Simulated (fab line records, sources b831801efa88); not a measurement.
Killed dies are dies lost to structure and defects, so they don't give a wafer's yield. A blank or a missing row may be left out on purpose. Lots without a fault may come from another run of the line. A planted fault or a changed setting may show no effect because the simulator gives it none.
Which tool did it? | flow gf180mcu | 13 lots, 39 wafers sampled, at 2 steps of a route of 602

WHAT THE GAUGES READ, wafer by wafer
GF_PSD_RS_MEAS_15: measures by four-point-probe.
lot  | measured     | on            | PSD_RS (ohm/sq)
L352 | day 14 04:50 | film_metro-01 | 108.68 108.32 108.45
L354 | day 14 16:07 | film_metro-02 | 108.94 108.92 108.97
L356 | day 15 16:24 | film_metro-03 | 108.66 108.74 108.64
L361 | day 17 15:47 | film_metro-03 | 108.31 108.54 108.64
L362 | day 17 19:35 | film_metro-03 | 108.53 108.75 108.69
L363 | day 18 00:05 | film_metro-02 | 108.93 108.62 108.72
L367 | day 19 17:43 | film_metro-03 | 108.83 108.18 108.56
L368 | day 19 22:38 | film_metro-01 | 109.12 108.74 108.82
L369 | day 20 05:00 | film_metro-03 | 108.50 108.51 108.59
L370 | day 20 12:32 | film_metro-01 | 108.76 108.68 108.98
L373 | day 21 14:38 | film_metro-03 | 108.54 108.39 108.56
L374 | day 21 20:54 | film_metro-03 | 108.71 108.57 108.75
L375 | day 22 07:07 | film_metro-01 | 108.99 108.86 108.92

WHICH TOOL RAN EACH LOT (tool, then ch and the chambers of the sampled wafers, then the start)
lot  | GF_PSD_RTA_13
L352 | rtp_anneal-02 ch 0, day 14 04:37
L354 | rtp_anneal-01 ch 0, day 14 15:55
L356 | rtp_anneal-02 ch 0, day 15 16:11
L361 | rtp_anneal-01 ch 0, day 17 15:35
L362 | rtp_anneal-01 ch 0, day 17 19:22
L363 | rtp_anneal-02 ch 0, day 17 23:53
L367 | rtp_anneal-02 ch 0, day 19 17:30
L368 | rtp_anneal-02 ch 0, day 19 22:25
L369 | rtp_anneal-01 ch 0, day 20 04:47
L370 | rtp_anneal-01 ch 0, day 20 12:20
L373 | rtp_anneal-02 ch 0, day 21 14:25
L374 | rtp_anneal-02 ch 0, day 21 20:42
L375 | rtp_anneal-01 ch 0, day 22 06:53
- GF_PSD_RTA_13: time 20 s.

WHAT THE TOOLS THEMSELVES READ (means of the sampled wafers that have a number; where no wafer has one, the mark that the record gives instead)
GF_PSD_RTA_13.
lot  | tool          | lamp_power_pct (%) | wafer_temp_C_max
L352 | rtp_anneal-02 | 41.7               | 1032.3
L354 | rtp_anneal-01 | 39.4               | 1027.9
L356 | rtp_anneal-02 | 41.6               | 1030.7
L361 | rtp_anneal-01 | 39.4               | 1028.3
L362 | rtp_anneal-01 | 39.4               | 1028.4
L363 | rtp_anneal-02 | 41.7               | 1030.9
L367 | rtp_anneal-02 | 41.7               | 1030.8
L368 | rtp_anneal-02 | 41.6               | 1030.9
L369 | rtp_anneal-01 | 39.4               | 1028.7
L370 | rtp_anneal-01 | 39.4               | 1028.2
L373 | rtp_anneal-02 | 41.6               | 1031.6
L374 | rtp_anneal-02 | 41.6               | 1031.7
L375 | rtp_anneal-01 | 39.3               | 1028.3

THE ANSWER, worked out from the rows above alone
Rule: what is usual is taken from the lots themselves. Put in order of their means at a reading, lots are off if they are a third of the lots or fewer, leave a main group of 4 or more, and stand apart from it by a gap of 3 or more times the standard deviation of the main group's means; of several such gaps the widest counts. A main group whose means are all the same, to the digits that the tables above print for the reading, isn't used. A lot without any number at a reading at which 4 lots or more have one is off too. The other lots that the step has rows for count as sound. The gauges are gone through in route order, then the tools' own readings, and for those a lot's mean is taken as printed above. The first step at which some lot is off is used, and at that step the reading that is off furthest; a lot without a number counts as furthest.
No lot is off at any reading shown: from this, nothing can be told.

WHAT THE SIMULATOR HAD PUT IN
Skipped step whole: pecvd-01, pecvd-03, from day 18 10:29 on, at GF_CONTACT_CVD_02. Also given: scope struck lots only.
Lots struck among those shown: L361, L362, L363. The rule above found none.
